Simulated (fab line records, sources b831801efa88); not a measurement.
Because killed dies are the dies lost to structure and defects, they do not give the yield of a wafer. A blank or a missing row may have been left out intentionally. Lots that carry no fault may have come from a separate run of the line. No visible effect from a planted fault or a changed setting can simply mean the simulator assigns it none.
Which tool was responsible? ; flow gf180mcu ; 42 wafers from 14 lots sampled at 2 of the route's 602 steps

== WHAT THE GAUGES READ, wafer by wafer ==
GF_VT_IMPLANT_TW_MEAS_10.
lot;measured;on;VT_IMPLANT_TW
L193;day 5 14:41;film_metro-03;571 569 567
L194;day 6 01:27;film_metro-03;574 573 573
L195;day 6 05:58;film_metro-03;572 570 571
L196;day 6 10:20;film_metro-02;550 550 551
L198;day 7 01:26;film_metro-02;550 550 551
L199;day 7 05:07;film_metro-03;568 568 572
L201;day 7 16:49;film_metro-04;568 570 573
L205;day 8 15:27;film_metro-04;572 575 573
L206;day 8 18:41;film_metro-02;558 556 558
L207;day 9 06:24;film_metro-02;555 555 557
L210;day 10 00:23;film_metro-02;557 557 554
L212;day 10 10:00;film_metro-04;574 571 569
L214;day 10 22:52;film_metro-02;555 557 554
L216;day 11 09:43;film_metro-04;575 576 572

GF_VT_IMPLANT_OVL_MEAS_18.
lot;measured;on;VT_IMPLANT_01_OVL (nm)
L193;day 6 04:34;overlay-01;-0.1 0.3 -0.5
L194;day 6 15:41;overlay-01;-0.2 1.3 0.5
L195;day 6 21:17;overlay-01;0.7 0.5 -1.1
L196;day 7 01:26;overlay-02;1.1 3.7 1.3
L198;day 7 16:56;overlay-02;1.3 2.9 2.5
L199;day 7 20:43;overlay-02;3.5 1.3 1.7
L201;day 8 08:31;overlay-01;2.1 2.0 0.6
L205;day 9 07:27;overlay-01;-0.1 1.6 1.6
L206;day 9 10:49;overlay-01;0.2 1.1 1.2
L207;day 9 23:11;overlay-02;-0.5 1.2 0.8
L210;day 10 18:14;overlay-01;-0.5 -1.5 1.2
L212;day 11 04:14;overlay-01;1.9 0.5 0.3
L214;day 11 16:41;overlay-01;-0.2 0.0 2.5
L216;day 12 04:10;overlay-02;0.5 0.0 0.3

== TOOL THAT RAN EACH LOT (tool first, then ch and the chambers of the sampled wafers, then the start) ==
The record shows no process step preceding these readings.

== AS READ BY THE TOOLS THEMSELVES (means over the sampled wafers that have a number; for cases with no such wafer, the mark the record gives instead) ==
The record holds no such reading with a usual standard deviation.

== THE ANSWER, worked out from the rows above alone ==
Rule: usual is defined by the lots themselves. Put in order of their means at a reading, lots are off if they are a third of the lots or fewer, leave a main group of 4 or more, and stand apart from it by a gap of 3 or more times the standard deviation of the main group's means; of several such gaps the widest counts. A main group is skipped when, at the precision printed for the reading in the tables above, its means are all equal. Also off: a lot with no number at a reading for which 4 or more lots have one. The other lots that the step has rows for count as sound. First the gauges in route order, then the tools' own readings, where a lot's mean is used as printed above. The first step at which some lot is off is used, and at that step the reading that is off furthest; a lot without a number counts as furthest.
Nothing can be told from this: no lot is off at any reading shown.

== WHAT HAD BEEN PUT IN BY THE SIMULATOR ==
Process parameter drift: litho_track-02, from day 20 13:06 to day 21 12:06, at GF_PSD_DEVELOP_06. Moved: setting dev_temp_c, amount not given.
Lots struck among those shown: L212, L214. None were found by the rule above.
